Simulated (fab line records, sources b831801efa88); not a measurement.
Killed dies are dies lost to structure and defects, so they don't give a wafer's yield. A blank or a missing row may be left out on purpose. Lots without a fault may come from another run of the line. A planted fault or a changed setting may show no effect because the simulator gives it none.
One fault seen from 2 desks | flow gf180mcu | each desk has only its own numbers; what lay behind them comes last

THE TOOL OWNER'S DESK: pvd_sputter-04
The tool's own readings at GF_TOP_METAL_SPUTTER_00 (material Ti, target thk 37.5 nm, time 150 s): means of the sampled wafers that have a number, for each lot that ran on this tool. A lot is out of limits, marked OUT, if its mean lies more than 4 standard deviations from the usual mean; the brackets give that distance.
Columns: A = chamber_pressure_pa at GF_TOP_METAL_SPUTTER_00, usual 2.000 Pa; B = throttle_valve_pct at GF_TOP_METAL_SPUTTER_00, usual 29.8 %
lot  | first seen here | A                | B
L291 | day 27 22:29    | 2.001            | 30.8
L298 | day 30 01:29    | 2.035 (+9.4) OUT | 30.4
L299 | day 30 12:08    | 2.031 (+8.5) OUT | 30.4
This desk's finding: out of limits on L298, L299; first on L298, day 30 01:29 (chamber_pressure_pa at GF_TOP_METAL_SPUTTER_00). In limits: L291.

THE METROLOGY DESK
What the gauges read, lot by lot, whatever tool the lot ran on: means of the sampled wafers that have a number. A lot is out of limits, marked OUT, if its mean lies more than 4 standard deviations from the usual mean; the brackets give that distance.
Columns: A = V5_OVL at GF_V5_OVL_MEAS_15, usual 2 nm; B = V5_W_RS at GF_V5_RS_MEAS_24, usual 0.330 ohm/sq; C = V5_W_THK at GF_V5_THK_MEAS_25, usual 353 nm
lot  | first seen here | A  | B     | C
L291 | day 27 20:43    | 4  | 0.330 | 362
L292 | day 28 08:19    | -7 | 0.331 | 356
L298 | day 29 23:43    | -8 | 0.332 | 345
L299 | day 30 10:44    | 4  | 0.326 | 351
L305 | day 31 23:13    | 4  | 0.334 | 353
L307 | day 32 17:22    | -0 | 0.331 | 355
This desk's finding: nothing out of limits on any of the 6 lots.

PUT TOGETHER
The tool owner's desk could have raised an alarm at day 30 01:29, on L298, L299.
The metrology desk saw nothing out of limits.
The metrology desk has L298, L299 on record, within its limits.
Of the lots named, all ran GF_TOP_METAL_SPUTTER_00 on pvd_sputter-04.

WHAT THE SIMULATOR HAD PUT IN
Process parameter drift: pvd_sputter-04, from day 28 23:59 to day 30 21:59, at GF_TOP_METAL_SPUTTER_00. Setting chamber_pressure_pa, moved by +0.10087, from 2. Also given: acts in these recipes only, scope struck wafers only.
Lots struck among those shown: L298, L299.
Hours from the fault's start to each desk's first reading out of limits: the tool owner's desk, 26.
